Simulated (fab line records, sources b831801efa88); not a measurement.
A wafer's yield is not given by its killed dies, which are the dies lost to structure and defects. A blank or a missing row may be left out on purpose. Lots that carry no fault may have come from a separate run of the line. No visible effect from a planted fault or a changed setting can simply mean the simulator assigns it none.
What tool caused it? + flow gf180mcu + Sampling: 6 lots, 18 wafers, 4 of 602 route steps

## WHAT THE GAUGES SHOWED, per wafer
GF_PASSIVATION_BOW_MEAS_14.
| lot  | measured     | on            | PASSIVATION_BOW (um) |
|------|--------------|---------------|----------------------|
| L305 | day 30 14:04 | film-metro-02 | 134 140 124          |
| L308 | day 31 12:59 | film-metro-02 | 130 124 131          |
| L317 | day 33 18:16 | film-metro-03 | 139 132 124          |
| L319 | day 33 23:40 | film-metro-03 | 144 151 135          |
| L321 | day 34 09:34 | film-metro-03 | 124 116 125          |
| L323 | day 35 04:29 | film-metro-04 | 146 142 138          |

## EACH LOT AND THE TOOL THAT RAN IT (in order: tool; ch and the chambers of the sampled wafers; start)
| lot  | GF_MIM_SPUTTER_00            | GF_PASSIVATION_ETCH_11             | GF_PASSIVATION_STRIP_12              |
|------|------------------------------|------------------------------------|--------------------------------------|
| L305 | pvd-sputter-01, day 26 05:05 | rie-diel-02 ch 0,1,2, day 30 12:09 | plasma-asher-03 ch 0,1, day 30 12:27 |
| L308 | pvd-sputter-03, day 27 02:35 | rie-diel-04 ch 0,1,2, day 31 11:05 | plasma-asher-02 ch 0,1, day 31 11:22 |
| L317 | pvd-sputter-03, day 29 21:55 | rie-diel-04 ch 1,3, day 33 16:24   | plasma-asher-03 ch 0,1, day 33 16:40 |
| L319 | pvd-sputter-02, day 30 04:23 | rie-diel-02 ch 0,3, day 33 21:47   | plasma-asher-02 ch 0,1, day 33 22:04 |
| L321 | pvd-sputter-03, day 30 15:40 | rie-diel-02 ch 0,1,3, day 34 07:41 | plasma-asher-04 ch 0,1, day 34 07:58 |
| L323 | pvd-sputter-01, day 31 15:44 | rie-diel-02 ch 1,2, day 35 02:37   | plasma-asher-02 ch 0,1, day 35 02:53 |
- GF_MIM_SPUTTER_00: material Ti, target thk 37.5 nm, time 150 s.
- GF_PASSIVATION_ETCH_11: etches the open film in CF4/O2, stops on TiN, target depth 2040 nm, time 453.3 s.
- GF_PASSIVATION_STRIP_12: strips in O2/N2.

## THE ANSWER, worked out from the rows above alone
Rule: usual is defined by the lots themselves. Put in order of their means at a reading, lots are off if they are a third of the lots or fewer, leave a main group of 4 or more, and stand apart from it by a gap of 3 or more times the standard deviation of the main group's means; of several such gaps the widest counts. A main group is skipped when, at the precision printed for the reading in the tables above, its means are all equal. Also off: a lot with no number at a reading for which 4 or more lots have one. Any other lot the step has rows for is counted as sound.
Across all readings shown, no lot is off: no conclusion can be drawn from this.

## WHAT THE SIMULATOR HAD INSERTED
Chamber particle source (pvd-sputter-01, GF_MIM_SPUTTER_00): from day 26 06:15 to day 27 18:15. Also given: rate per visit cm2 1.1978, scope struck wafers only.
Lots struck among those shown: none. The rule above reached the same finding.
